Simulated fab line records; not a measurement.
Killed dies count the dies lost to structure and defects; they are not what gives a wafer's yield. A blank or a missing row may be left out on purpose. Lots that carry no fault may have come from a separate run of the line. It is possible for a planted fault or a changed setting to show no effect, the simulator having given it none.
Which tool is to blame? / flow sky130 / 12 lots, 36 wafers sampled, at 3 steps of a route of 708

## WHAT THE GAUGES SHOWED, per wafer
SKY_VT_ADJUST_HVTP_OVL_MEAS_08. Usual: VT_ADJUST_HVTP_OVL -0.3 nm, standard deviation 1.4.
lot=L761; measured=day 6 07:46; on=overlay-02; VT_ADJUST_HVTP_OVL (nm)=-1.7 -1.4 -1.6; flag=
lot=L762; measured=day 6 12:23; on=overlay-02; VT_ADJUST_HVTP_OVL (nm)=-0.4 -1.1 -2.0; flag=
lot=L763; measured=day 6 21:19; on=overlay-01; VT_ADJUST_HVTP_OVL (nm)=-0.6 -2.5 1.1; flag=
lot=L764; measured=day 7 02:14; on=overlay-02; VT_ADJUST_HVTP_OVL (nm)=-2.2 0.5 -0.2; flag=
lot=L765; measured=day 7 05:02; on=overlay-01; VT_ADJUST_HVTP_OVL (nm)=0.8 -1.9 -0.9; flag=
lot=L766; measured=day 7 14:34; on=overlay-01; VT_ADJUST_HVTP_OVL (nm)=-0.2 0.1 0.8; flag=
lot=L767; measured=day 7 22:16; on=overlay-02; VT_ADJUST_HVTP_OVL (nm)=0.0 1.4 0.4; flag=
lot=L770; measured=day 8 17:00; on=overlay-01; VT_ADJUST_HVTP_OVL (nm)=-0.9 -2.4 -2.7; flag=
lot=L771; measured=day 9 01:04; on=overlay-01; VT_ADJUST_HVTP_OVL (nm)=-0.8 0.7 -0.5; flag=
lot=L772; measured=day 9 03:02; on=overlay-01; VT_ADJUST_HVTP_OVL (nm)=0.8 -0.8 1.7; flag=
lot=L774; measured=day 9 20:49; on=overlay-02; VT_ADJUST_HVTP_OVL (nm)=-0.3 -0.1 -1.9; flag=
lot=L776; measured=day 10 18:07; on=overlay-02; VT_ADJUST_HVTP_OVL (nm)=-1.6 -2.2 -0.4; flag=

SKY_LDD_P_OVL_MEAS_08. Usual: LDD_P_OVL 1.3 nm, standard deviation 1.4.
lot=L761; measured=day 19 03:46; on=overlay-02; LDD_P_OVL (nm)=1.2 -0.7 2.6; flag=
lot=L762; measured=day 21 11:33; on=overlay-02; LDD_P_OVL (nm)=2.5 2.9 3.8; flag=
lot=L763; measured=day 21 11:15; on=overlay-01; LDD_P_OVL (nm)=2.2 2.0 1.2; flag=
lot=L764; measured=day 21 11:40; on=overlay-01; LDD_P_OVL (nm)=0.9 1.9 1.5; flag=
lot=L765; measured=day 21 14:57; on=overlay-02; LDD_P_OVL (nm)=-1.7 -2.4 0.8; flag=
lot=L766; measured=day 21 14:39; on=overlay-02; LDD_P_OVL (nm)=0.0 2.5 2.3; flag=
lot=L767; measured=day 21 15:19; on=overlay-01; LDD_P_OVL (nm)=2.3 1.1 0.7; flag=
lot=L770; measured=day 22 13:47; on=overlay-01; LDD_P_OVL (nm)=2.8 0.0 -0.7; flag=
lot=L771; measured=day 23 01:13; on=overlay-01; LDD_P_OVL (nm)=-0.2 0.3 1.8; flag=
lot=L772; measured=day 23 06:51; on=overlay-02; LDD_P_OVL (nm)=2.5 2.1 3.2; flag=
lot=L774; measured=day 24 01:38; on=overlay-01; LDD_P_OVL (nm)=0.3 -0.9 -0.5; flag=
lot=L776; measured=day 25 05:44; on=overlay-02; LDD_P_OVL (nm)=-1.1 -0.5 -0.7; flag=

## WHAT TOOL EACH LOT RAN ON (gives the tool, then ch and the chambers of the sampled wafers, and finally the start)
lot=L761; SKY_VT_ADJUST_NCORE_STRIP_10=plasma_asher-02 ch 0,1, day 8 18:02
lot=L762; SKY_VT_ADJUST_NCORE_STRIP_10=plasma_asher-03 ch 0,1, day 9 00:19
lot=L763; SKY_VT_ADJUST_NCORE_STRIP_10=plasma_asher-02 ch 0,1, day 9 11:25
lot=L764; SKY_VT_ADJUST_NCORE_STRIP_10=plasma_asher-02 ch 0,1, day 9 15:20
lot=L765; SKY_VT_ADJUST_NCORE_STRIP_10=plasma_asher-03 ch 0,1, day 9 20:31
lot=L766; SKY_VT_ADJUST_NCORE_STRIP_10=plasma_asher-02 ch 1, day 10 06:53
lot=L767; SKY_VT_ADJUST_NCORE_STRIP_10=plasma_asher-03 ch 0,1, day 10 14:00
lot=L770; SKY_VT_ADJUST_NCORE_STRIP_10=plasma_asher-02 ch 0,1, day 11 12:00
lot=L771; SKY_VT_ADJUST_NCORE_STRIP_10=plasma_asher-04 ch 0,1, day 11 22:06
lot=L772; SKY_VT_ADJUST_NCORE_STRIP_10=plasma_asher-03 ch 0,1, day 11 23:26
lot=L774; SKY_VT_ADJUST_NCORE_STRIP_10=plasma_asher-03 ch 0, day 12 19:46
lot=L776; SKY_VT_ADJUST_NCORE_STRIP_10=plasma_asher-03 ch 0,1, day 13 14:52
- SKY_VT_ADJUST_NCORE_STRIP_10: strips in O2/N2.

## AS READ BY THE TOOLS THEMSELVES (means over the sampled wafers that have a number; for cases with no such wafer, the mark the record gives instead)
SKY_VT_ADJUST_NCORE_STRIP_10. Usual: drypump_motor_current_A 5.6 A, standard deviation 0.34; o2_flow_sccm 3000 sccm, standard deviation 8.3; oes_product_au 0.716 a.u., standard deviation 0.0043; strip_time_to_endpoint_s 14.19 s, standard deviation 0.046.
lot=L761; tool=plasma_asher-02; drypump_motor_current_A (A)=5.3; o2_flow_sccm (sccm)=3010; oes_product_au (a.u.)=0.718; strip_time_to_endpoint_s (s)=14.17; flag=
lot=L762; tool=plasma_asher-03; drypump_motor_current_A (A)=5.8; o2_flow_sccm (sccm)=3003; oes_product_au (a.u.)=0.718; strip_time_to_endpoint_s (s)=14.27; flag=
lot=L763; tool=plasma_asher-02; drypump_motor_current_A (A)=5.3; o2_flow_sccm (sccm)=3001; oes_product_au (a.u.)=0.712; strip_time_to_endpoint_s (s)=14.28; flag=
lot=L764; tool=plasma_asher-02; drypump_motor_current_A (A)=5.3; o2_flow_sccm (sccm)=2999; oes_product_au (a.u.)=0.715; strip_time_to_endpoint_s (s)=14.19; flag=
lot=L765; tool=plasma_asher-03; drypump_motor_current_A (A)=5.7; o2_flow_sccm (sccm)=2995; oes_product_au (a.u.)=0.716; strip_time_to_endpoint_s (s)=14.23; flag=
lot=L766; tool=plasma_asher-02; drypump_motor_current_A (A)=5.8; o2_flow_sccm (sccm)=3002; oes_product_au (a.u.)=0.714; strip_time_to_endpoint_s (s)=14.19; flag=
lot=L767; tool=plasma_asher-03; drypump_motor_current_A (A)=5.7; o2_flow_sccm (sccm)=3003; oes_product_au (a.u.)=0.715; strip_time_to_endpoint_s (s)=14.19; flag=
lot=L770; tool=plasma_asher-02; drypump_motor_current_A (A)=5.6; o2_flow_sccm (sccm)=3011; oes_product_au (a.u.)=0.716; strip_time_to_endpoint_s (s)=14.13; flag=
lot=L771; tool=plasma_asher-04; drypump_motor_current_A (A)=6.1; o2_flow_sccm (sccm)=2993; oes_product_au (a.u.)=0.715; strip_time_to_endpoint_s (s)=14.15; flag=
lot=L772; tool=plasma_asher-03; drypump_motor_current_A (A)=5.7; o2_flow_sccm (sccm)=2998; oes_product_au (a.u.)=0.716; strip_time_to_endpoint_s (s)=14.21; flag=
lot=L774; tool=plasma_asher-03; drypump_motor_current_A (A)=5.6; o2_flow_sccm (sccm)=3000; oes_product_au (a.u.)=0.714; strip_time_to_endpoint_s (s)=14.19; flag=
lot=L776; tool=plasma_asher-03; drypump_motor_current_A (A)=5.7; o2_flow_sccm (sccm)=3004; oes_product_au (a.u.)=0.715; strip_time_to_endpoint_s (s)=14.19; flag=

## THE ANSWER, worked out from the rows above alone
Rule: take the mean of a lot's wafers that have a number; if it is more than 3 standard deviations from the usual mean, the lot is off. Also off: a lot with no number at a reading for which 4 or more lots have one. All remaining lots with rows at the step are treated as sound. After the gauges, taken in route order, come the tools' own readings; for these a lot's mean is taken, as printed above. At the first step where some lot is off, the reading lying furthest off is the one used; lots without a number count as furthest.
No lot is off at any reading shown: from this, nothing can be told.

## WHAT WAS PUT IN BY THE SIMULATOR
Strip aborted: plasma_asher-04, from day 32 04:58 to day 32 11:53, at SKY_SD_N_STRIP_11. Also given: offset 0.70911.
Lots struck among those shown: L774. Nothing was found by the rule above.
